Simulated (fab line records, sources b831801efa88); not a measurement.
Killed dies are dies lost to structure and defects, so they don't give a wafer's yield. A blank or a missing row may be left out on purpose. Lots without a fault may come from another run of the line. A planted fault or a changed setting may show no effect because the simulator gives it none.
A struck lot beside a sound one | flow gf180mcu | 14 steps out of a route of 602
Sound: wafers L393.3, L393.5, L393.6. Struck: wafers L389.3, L389.5, L389.6. The cause comes at the end.
At each step with rows: each side's tool, then ch and its chambers, then its first start. Under that, the readings that differ: sound wafers | struck wafers | difference of the means | sigmas: that difference in standard deviations of wafers without a fault.
alike: readings whose means differ by less than 2 such deviations, and words and numbers that are the same on both sides. not compared: withheld readings, readings that some wafer has no value for, bounds like >300 that may hide the same value, and numbers for which the record gives no deviation and whose values overlap.
The two part at a step that has a row with sigmas, a row that says differs or no value, or rows on one side only. Numbers that don't overlap but have no deviation are shown without sigmas and don't part them. A reading that every wafer of one side lacks parts them only if that side has two wafers or more.

first, 2 steps without rows for these wafers: GF_M4_CLEAN_19 (cleans in DIW); GF_V4_CVD_00 (deposits SiO2, target thk 600 nm, time 100 s).
GF_V4_THK_MEAS_01:
  sound on film_metro-03, day 29 12:28; struck on film_metro-04, day 28 12:04
  alike: V4_CVD_00_THK
GF_V4_CVD_02: deposits SiO2 from TEOS, target thk 850 nm, time 94.851 s.
  sound on pecvd-02 ch 0,1, day 29 12:30; struck on pecvd-02 ch 0,1, day 28 12:06
  alike: heater_power_w
GF_V4_THK_MEAS_03:
  sound on film_metro-04, day 29 12:35; struck on film_metro-01, day 28 12:11
  alike: V4_CVD_02_THK
GF_V4_CMP_04: polishes SiO2.
  sound on cmp-02 ch 0,1, day 29 12:41; struck on cmp-02 ch 0,3, day 28 12:14
  alike: edge_zone_pressure_frac, head_pressure_psi, motor_current_A, retaining_ring_pressure_frac, time_to_endpoint_s
GF_V4_BOW_MEAS_05:
  sound on film_metro-03, day 29 12:58; struck on film_metro-04, day 28 12:34
  alike: V4_BOW
then, 5 steps without rows for these wafers: GF_V4_DEHYDRATE_06 (time 60 s); GF_V4_HMDS_07 (prime time 60 s); GF_V4_COAT_08; GF_V4_COAT_09 (resist thk 991.1 nm); GF_V4_SOFTBAKE_10 (time 60 s).
GF_V4_EXPOSE_11: exposes mask Via4, target cd 260 nm.
  sound on krf_scanner-02 ch 0, day 29 22:16; struck on krf_scanner-02, day 28 22:44
  no value came back on the struck wafers for exposure_dose_mJ_cm2, focus_offset_nm (nm); on the sound wafers exposure_dose_mJ_cm2 reads 37.84 37.82 37.89
  alike: mask
then, 1 step without rows for these wafers: GF_V4_PEB_12 (peb time 90 s).

WHERE THEY PART
Only at GF_V4_EXPOSE_11, within this record.

WHY: what the simulator had put in
Skipped step whole: krf_scanner-02, from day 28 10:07 on, at GF_V4_EXPOSE_11. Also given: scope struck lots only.
